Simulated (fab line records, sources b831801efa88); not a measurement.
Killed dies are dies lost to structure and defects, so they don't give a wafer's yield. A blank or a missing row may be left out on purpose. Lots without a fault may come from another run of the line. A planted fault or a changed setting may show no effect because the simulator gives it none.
fab line records | flow sfq_line
record lots=7 wafers=19 last_day=81
route steps=325 shown L0V@27 M0@28
lots that met no fault: from a run of the same line without faults
start_h: hours from the record's first day to the start of the lot's first wafer shown | wait_h: hours since the lot's step before | " the same as in the row above | L1.1+2: a row that stands for several wafers | - no value, or no start given | * or withheld: withheld | < > ~ a bound
route shown NAME@n: a module of which the file shows steps, and the number in the route of the first | usual: mean/standard deviation of fault-free wafers | same: alike in all rows | chamber/n: place in a boat | sites: the reading at each site | _std_site: their standard deviation | _edge_site: outer sites' mean less inner sites' | radius_mm: how far each site lies from the wafer's centre | mask NAME#n: copy n | behind: the tool/chamber that last shaped the wafer | hold: why the lot was held/for how many hours/how that ended | device: the transistor (n, p or np) that didn't switch | end of line: the same wafers' tests at the end of the route | a step without rows: its recipe alone | killed: dies lost to structure and defects at the first sort, not the wafer's yield | map: a wafer's dies, x killed, . not, _ none there
set.NAME: the setting as run; set.NAME@STEP: as run at that earlier step | model.NAME: the simulator's own value behind a step, which no gauge read
lots at some steps of the route; a table a step, a row a wafer
services: from which hour (start_h, from the record's first day; less than 0 if before it) a tool's chamber was out of use, for how many hours, and why
## steps
# step SFQ_TRILAYER_L0_VIA_STRIP_SOLV_CLEAN_018
# recipe chemistry=NMP temp_c=70 time_s=600
# step SFQ_TRILAYER_M0_DEP_PRE_CLEAN_020
# recipe gas=Ar time_s=15 bias_v=250
# step SFQ_TRILAYER_M0_DEP_SPUTTER_019
# recipe material=Nb base_pressure_pa=1.33e-06 chamber_pressure_pa=0.1333 substrate_temp_c=20 resputter_cathode_voltage_v=400 target_thk_nm=200 power_w=2000 time_s=133.3
# usual throttle_valve_pct=30.4/1
# columns lot.wafer tool chamber start_h wait_h throttle_valve_pct
L720.4 pvd_sputter-03 - 98.44 0.0 31.0
L720.5 " - " " 31.3
L720.6 " - " " 30.1
L729.2 pvd_sputter-04 - 153.19 0.0 30.8
L729.4 " - " " 30.5
L729.5 " - " " 30.9
L730.1 pvd_sputter-03 - 201.16 0.0 29.2
L730.3 " - " " 32.4
L730.4 " - " " 31.0
L735.3 pvd_sputter-04 - 226.94 0.0 30.6
L735.4 " - " " 29.3
L736.1 pvd_sputter-06 - 232.94 0.0 28.6
L736.2 " - " " 31.2
L736.4 " - " " 29.3
L737.4 pvd_sputter-03 - 237.74 0.0 32.3
L737.5 " - " " 29.9
L737.6 " - " " 29.5
L738.3 pvd_sputter-04 - 242.09 0.0 30.7
L738.4 " - " " 30.7
# step SFQ_M0_RS_MEAS_904
# recipe thk_meas_gauge=four-point-probe reads=Nb_of_TRILAYER_M0_DEP_SPUTTER_019
# usual M0_NB_RS=0.888/0.0095
# columns lot.wafer tool chamber start_h wait_h M0_NB_RS[ohm/sq]
L720.4 film_metro-03 - 98.59 0.1 0.900
L720.5 " - " " 0.896
L720.6 " - " " 0.896
L729.2 film_metro-02 - 153.30 0.1 0.901
L729.4 " - " " 0.899
L729.5 " - " " 0.896
L730.1 film_metro-03 - 201.25 0.0 0.872
L730.3 " - " " 0.879
L730.4 " - " " 0.874
L735.3 film_metro-03 - 227.07 0.1 0.884
L735.4 " - " " 0.886
L736.1 film_metro-02 - 233.03 0.0 0.884
L736.2 " - " " 0.880
L736.4 " - " " 0.879
L737.4 film_metro-02 - 237.89 0.1 0.894
L737.5 " - " " 0.895
L737.6 " - " " 0.891
L738.3 film_metro-03 - 242.22 0.1 0.886
L738.4 " - " " 0.882
# step SFQ_TRILAYER_M0_LITHO_COAT_026
# recipe resist=BARC spin_rpm=3000 resist_thk_nm=62
# step SFQ_TRILAYER_M0_LITHO_COAT_021
# recipe resist=KrF spin_rpm=3000 resist_thk_nm=600
# step SFQ_TRILAYER_M0_LITHO_SOFTBAKE_025
# recipe temp_c=withheld time_s=withheld resist=KrF
# step SFQ_TRILAYER_M0_LITHO_EXPOSE_022
# recipe mask_id=M0 na=0.6 source_shape=conventional sigma_outer=0.65 target_cd_nm=500 dose_mj=14.4
# step SFQ_TRILAYER_M0_LITHO_PEB_024
# recipe peb_temp_c=115 peb_time_s=60 resist=KrF
# step SFQ_TRILAYER_M0_LITHO_DEVELOP_023
# recipe time_s=60 resist=KrF
# step SFQ_M0_OVL_MEAS_906
# usual M0_OVL=2/5
# columns lot.wafer tool chamber start_h wait_h M0_OVL[nm]
L720.4 overlay-01 - 114.46 0.1 10
L720.5 " - " " 8
L720.6 " - " " 4
L729.2 overlay-01 - 174.50 0.1 -3
L729.4 " - " " 3
L729.5 " - " " -5
L730.1 overlay-01 - 217.92 0.1 1
L730.3 " - " " 4
L730.4 " - " " -3
L735.3 overlay-01 - 247.93 0.1 4
L735.4 " - " " 4
L736.1 overlay-01 - 269.07 0.1 3
L736.2 " - " " 7
L736.4 " - " " 3
L737.4 overlay-01 - 272.69 0.1 12
L737.5 " - " " 7
L737.6 " - " " 10
L738.3 overlay-02 - 278.68 0.1 -2
L738.4 " - " " 1
# step SFQ_TRILAYER_M0_BARC_OPEN_METAL_ETCH_031
# recipe mask_material=PR chemistry=O2 target_depth_nm=125 target=BARC icp_w=600 bias_w=80 pressure_mtorr=10 time_s=41.7
# usual chamber_pressure_mTorr=9.999/0.0086 drypump_motor_current_A=5.4/0.53 oes_product_au=0.685/0.0052
# columns lot.wafer tool chamber start_h wait_h chamber_pressure_mTorr drypump_motor_current_A oes_product_au rf_hours_counter_h model.KrF_of_TRILAYER_M0_LITHO_COAT_021.thk_nm
L720.4 rie_metal-03 0 114.49 0.0 10.001 6.0 0.673 - 525.7
L720.5 " 0 " " 9.985 6.1 0.684 - 523.6
L720.6 " 1 " " 9.998 5.0 0.684 - 525.5
L729.2 rie_metal-03 0 174.53 0.0 10.005 6.0 0.681 151 522.8
L729.4 " 0 " " 9.994 6.0 0.689 - 521.6
L729.5 " 0 " " 9.989 6.0 0.690 - 522.8
L730.1 rie_metal-04 0 217.96 0.0 9.995 5.3 0.704 35 522
L730.3 " 1 " " 9.993 5.0 0.677 - 521.6
L730.4 " 0 " " 9.995 5.3 0.692 - 522.5
L735.3 rie_metal-04 1 247.97 0.0 10.002 5.0 0.682 - 524.5
L735.4 " 0 " " 9.997 5.2 0.678 - 541.4
L736.1 rie_metal-04 0 269.11 0.0 9.989 5.3 0.683 44 523.7
L736.2 " 1 " " 9.995 5.0 0.690 137 523.4
L736.4 " 1 " " 10.005 5.0 0.692 - 544.7
L737.4 rie_metal-02 0 272.76 0.1 10.004 6.4 0.697 - 524.1
L737.5 " 0 " " 10.005 6.5 0.679 - 525.3
L737.6 " 0 " " 9.989 6.4 0.686 - 527.2
L738.3 rie_metal-04 0 278.72 0.0 9.980 5.3 0.678 - 523.3
L738.4 " 1 " " 10.005 5.0 0.682 - 541.6
# step SFQ_TRILAYER_M0_ETCH_METAL_ETCH_024
# recipe target=Nb stop_on=SiO2 mask_material=PR chemistry=Cl2/Ar target_depth_nm=240 icp_w=600 bias_w=80 pressure_mtorr=10 time_s=120
# usual chamber_pressure_mTorr=9.999/0.0093 drypump_motor_current_A=5.4/0.53 oes_product_au=0.896/0.0071
# columns lot.wafer tool chamber start_h wait_h chamber_pressure_mTorr drypump_motor_current_A oes_product_au rf_hours_counter_h model.KrF_of_TRILAYER_M0_LITHO_COAT_021.thk_nm
L720.4 rie_metal-03 0 114.58 0.1 10.006 6.1 0.891 - 385.7
L720.5 " 0 " " 9.999 6.0 0.898 - 382.8
L720.6 " 1 " " 10.000 5.0 0.898 - 386
L729.2 rie_metal-03 0 174.59 0.0 10.003 6.1 0.892 151 382.3
L729.4 " 0 " " 9.999 6.1 0.890 - 381
L729.5 " 0 " " 10.000 6.0 0.886 - 382.5
L730.1 rie_metal-04 0 218.01 0.0 9.991 5.2 0.903 35 380.2
L730.3 " 1 " " 9.999 5.0 0.903 - 380.4
L730.4 " 0 " " 9.999 5.3 0.905 - 380
L735.3 rie_metal-04 1 248.06 0.1 10.008 5.0 0.901 - 382.5
L735.4 " 0 " " 10.000 5.3 0.901 - 398.4
L736.1 rie_metal-04 0 269.16 0.0 9.991 5.3 0.893 44 381.2
L736.2 " 1 " " 10.007 5.0 0.898 137 381.5
L736.4 " 1 " " 9.983 5.0 0.897 - 402.6
L737.4 rie_metal-02 0 272.95 0.2 9.996 6.4 0.900 - 383.1
L737.5 " 0 " " 10.003 6.4 0.892 - 384.9
L737.6 " 0 " " 9.994 6.4 0.901 - 386.5
L738.3 rie_metal-04 0 278.81 0.1 10.008 5.2 0.890 - 381.2
L738.4 " 1 " " 9.990 5.0 0.902 - 399.6
# step SFQ_TRILAYER_M0_STRIP_STRIP_025
# recipe gas=O2 power_w=200 platen_temp_c=40 overash_fraction=0.65 chemistry=O2 pressure_mtorr=50
# usual chamber_pressure_mTorr=50.00/0.046 drypump_motor_current_A=5.4/0.54 oes_product_au=0.997/0.0073
# columns lot.wafer tool chamber start_h wait_h chamber_pressure_mTorr drypump_motor_current_A oes_product_au rf_hours_counter_h
L720.4 rie_metal-03 0 114.86 0.2 50.03 6.0 0.992 -
L720.5 " 0 " " 50.10 6.0 0.995 -
L720.6 " 1 " " 50.02 4.9 1.010 -
L729.2 rie_metal-03 0 174.71 0.1 50.04 6.1 1.003 151
L729.4 " 0 " " 50.01 6.0 1.000 -
L729.5 " 0 " " 50.05 6.0 0.992 -
L730.1 rie_metal-04 0 218.14 0.1 49.99 5.3 1.003 35
L730.3 " 1 " " 49.91 5.0 0.991 -
L730.4 " 0 " " 50.07 5.3 0.998 -
L735.3 rie_metal-04 1 248.34 0.2 50.00 5.0 0.999 -
L735.4 " 0 " " 49.95 5.2 0.999 -
L736.1 rie_metal-04 0 269.29 0.1 49.98 5.2 0.995 44
L736.2 " 1 " " 50.01 5.0 1.005 137
L736.4 " 1 " " 50.04 5.0 1.000 -
L737.4 rie_metal-02 0 273.67 0.7 50.06 6.4 0.998 -
L737.5 " 0 " " 49.98 6.4 0.990 -
L737.6 " 0 " " 50.03 6.4 0.993 -
L738.3 rie_metal-04 0 279.09 0.2 50.04 5.3 0.996 -
L738.4 " 1 " " 50.00 5.0 1.000 -
## services
# columns tool chamber start_h hours kind
rie_metal-04 - 75.16 1.2 repair
pvd_sputter-03 - 95.81 1.8 repair
rie_metal-03 1 98.22 2.1 repair
rie_metal-03 - 116.44 2.8 pm
pvd_sputter-06 - 117.60 3.6 repair
pvd_sputter-06 - 139.38 1.9 repair
rie_metal-03 1 165.27 4.8 repair
rie_metal-03 1 196.19 - clean
rie_metal-03 1 196.19 21.7 scheduled_down
rie_metal-03 1 196.19 21.7 vent_cycle
rie_metal-04 1 196.96 9.6 repair
rie_metal-02 0 202.14 - clean
rie_metal-02 0 202.14 26.2 scheduled_down
rie_metal-02 0 202.14 26.2 vent_cycle
rie_metal-03 0 238.20 26.6 repair
pvd_sputter-03 - 241.48 3.8 repair
rie_metal-02 - 251.06 0.8 repair
pvd_sputter-03 - 251.12 5.0 repair
rie_metal-02 1 253.40 - clean
rie_metal-02 1 253.40 24.8 scheduled_down
rie_metal-02 1 253.40 24.8 vent_cycle
rie_metal-03 - 262.89 1.4 pm
pvd_sputter-03 2 267.68 - consumable_replace:kit
pvd_sputter-03 2 267.68 18.0 scheduled_down
## key
first_sign none at tools or gauges
model_effect step=SFQ_TRILAYER_M0_BARC_OPEN_METAL_ETCH_031 value=KrF_of_TRILAYER_M0_LITHO_COAT_021.thk_nm without=522.7 struck=542.6
model_effect step=SFQ_TRILAYER_M0_ETCH_METAL_ETCH_024 value=KrF_of_TRILAYER_M0_LITHO_COAT_021.thk_nm without=380.3 struck=400.2
met_at SFQ_TRILAYER_M0_BARC_OPEN_METAL_ETCH_031
struck_wafers L735.4,L736.4,L738.4
onset_between 217.96 247.97
fault kind=process_parameter_drift tool=rie_metal-04 chamber=- onset_h=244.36 steps=SFQ_TRILAYER_M0_BARC_OPEN_METAL_ETCH_031 channel=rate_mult offset=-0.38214 shape=step end_h=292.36 scope=struck_wafers_only
